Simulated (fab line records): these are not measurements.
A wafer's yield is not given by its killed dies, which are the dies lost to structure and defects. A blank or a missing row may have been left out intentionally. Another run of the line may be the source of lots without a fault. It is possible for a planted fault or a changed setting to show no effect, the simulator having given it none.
Which of the tools did it? | flow sky130 | 24 wafers from 8 lots sampled at 5 of the route's 708 steps

WHAT THE GAUGES READ, wafer by wafer
SKY_LDD_LDN_TW_MEAS_13. Usual: LDD_LDN_TW typically reads 1476, with standard deviation 7.4.
lot  | measured     | on           | LDD_LDN_TW     | flag
L288 | day 22 16:56 | filmMetro-04 | 1476 1469 1456 | 
L289 | day 23 09:56 | filmMetro-03 | 1478 1472 1475 | 
L290 | day 23 14:59 | filmMetro-03 | 1482 1479 1480 | 
L291 | day 23 18:26 | filmMetro-04 | 1472 1462 1470 | 
L292 | day 24 16:46 | filmMetro-03 | 1417 1413 1423 | OFF
L293 | day 24 23:05 | filmMetro-04 | 1410 1403 1410 | OFF
L294 | day 25 08:18 | filmMetro-03 | 1409 1412 1415 | OFF
L295 | day 25 19:41 | filmMetro-04 | 1417 1416 1408 | OFF

SKY_LOCAL_INTERCONNECT_CD_MEAS_11 targets a cd of 170 nm. Usual: cdNm at 170.2 nm, with a standard deviation of 1.6.
lot  | measured     | on       | cdNm (nm)         | flag
L288 | day 30 07:33 | cdSem-02 | 169.0 170.2 169.6 | 
L289 | day 30 21:06 | cdSem-01 | 169.7 171.8 171.7 | 
L290 | day 31 02:08 | cdSem-01 | 170.7 169.2 171.7 | 
L291 | day 31 04:36 | cdSem-01 | 171.2 170.9 171.0 | 
L292 | day 32 00:44 | cdSem-02 | 169.8 169.9 169.7 | 
L293 | day 32 04:15 | cdSem-01 | 167.2 168.7 166.4 | 
L294 | day 32 12:52 | cdSem-02 | 167.4 168.0 168.2 | 
L295 | day 33 01:10 | cdSem-01 | 170.3 170.1 168.8 | 

SKY_CONTACT_THK_MEAS_01. Usual: CONTACT_CVD_00_THK typically reads 75.2 nm, with standard deviation 0.96.
lot  | measured     | on           | CONTACT_CVD_00_THK (nm) | flag
L288 | day 30 08:32 | filmMetro-01 | 73.5 73.7 75.8          | 
L289 | day 30 22:02 | filmMetro-01 | 74.9 74.1 75.8          | 
L290 | day 31 03:03 | filmMetro-03 | 75.1 74.2 74.9          | 
L291 | day 31 05:33 | filmMetro-01 | 74.8 75.6 75.7          | 
L292 | day 32 01:38 | filmMetro-01 | 75.2 75.4 76.2          | 
L293 | day 32 05:21 | filmMetro-01 | 75.0 75.9 75.6          | 
L294 | day 32 13:55 | filmMetro-01 | 75.9 75.2 77.0          | 
L295 | day 33 02:10 | filmMetro-03 | 75.1 75.5 74.0          | 

SKY_METAL1_CD_MEAS_15 targets a cd of 140 nm. Usual: cdNm at 140.0 nm, with a standard deviation of 1.7.
lot  | measured     | on       | cdNm (nm)         | flag
L288 | day 32 17:31 | cdSem-02 | 141.8 140.9 141.2 | 
L289 | day 33 06:37 | cdSem-01 | 141.7 142.7 142.7 | 
L290 | day 33 11:38 | cdSem-02 | 140.0 138.9 140.5 | 
L291 | day 33 13:18 | cdSem-02 | 139.0 137.7 137.6 | 
L292 | day 34 09:59 | cdSem-02 | 139.6 141.4 142.2 | 
L293 | day 34 13:03 | cdSem-02 | 141.5 141.3 141.4 | 
L294 | day 34 21:17 | cdSem-02 | 141.3 142.3 140.0 | 
L295 | day 35 08:50 | cdSem-02 | 140.7 141.9 140.5 | 

WHAT TOOL EACH LOT RAN ON (gives the tool, then ch and the chambers of the sampled wafers, and finally the start)
lot  | SKY_LDD_LDN_IMPLANT_09
L288 | implanter-04 ch 0, day 22 16:23
L289 | implanter-02 ch 0, day 23 09:23
L290 | implanter-04 ch 0, day 23 14:26
L291 | implanter-02 ch 0, day 23 17:54
L292 | implanter-02 ch 0, day 24 16:13
L293 | implanter-02 ch 0, day 24 22:32
L294 | implanter-03 ch 0, day 25 07:47
L295 | implanter-04 ch 0, day 25 19:07
- SKY_LDD_LDN_IMPLANT_09

AS READ BY THE TOOLS THEMSELVES (means over the sampled wafers that have a number; for cases with no such wafer, the mark the record gives instead)
SKY_LDD_LDN_IMPLANT_09. Usual: beamEnergyKeV 15.001, standard deviation 0.0051; endStationPressureTorr 5.08e-06 Torr, standard deviation 2.8e-07; faradayCurrentUA 70.5, standard deviation 1.4.
lot  | tool         | beamEnergyKeV | endStationPressureTorr (Torr) | faradayCurrentUA | flag
L288 | implanter-04 | 14.999        | 5.16e-06                      | 69.4             | 
L289 | implanter-02 | 14.991        | 5.02e-06                      | 70.6             | 
L290 | implanter-04 | 15.003        | 5.24e-06                      | 71.4             | 
L291 | implanter-02 | 15.004        | 4.98e-06                      | 70.7             | 
L292 | implanter-02 | 15.001        | 5.05e-06                      | 70.0             | 
L293 | implanter-02 | 15.000        | 5.11e-06                      | 71.5             | 
L294 | implanter-03 | 15.000        | 4.94e-06                      | 69.1             | 
L295 | implanter-04 | 14.994        | 5.28e-06                      | 68.6             | 

THE ANSWER, worked out from the rows above alone
Rule: lot off if the mean of its wafers having a number is beyond 3 standard deviations from the usual mean. A lot without any number at a reading at which 4 lots or more have one is off too. The other lots that the step has rows for count as sound. After the gauges, taken in route order, come the tools' own readings; for these a lot's mean is taken, as printed above. The first step at which some lot is off is used, and at that step the reading that is off furthest; a lot without a number counts as furthest.
Off: at SKY_LDD_LDN_TW_MEAS_13 (LDD_LDN_TW), L292, L293, L294, L295.
If a tool, at a process step before that reading, ran all the lots that are off and no sound lot after the first of them, it fits. Gauges at SKY_LDD_LDN_TW_MEAS_13: tried the same way as those tools. No candidate that was tried fits.

WHAT HAD BEEN PUT IN BY THE SIMULATOR
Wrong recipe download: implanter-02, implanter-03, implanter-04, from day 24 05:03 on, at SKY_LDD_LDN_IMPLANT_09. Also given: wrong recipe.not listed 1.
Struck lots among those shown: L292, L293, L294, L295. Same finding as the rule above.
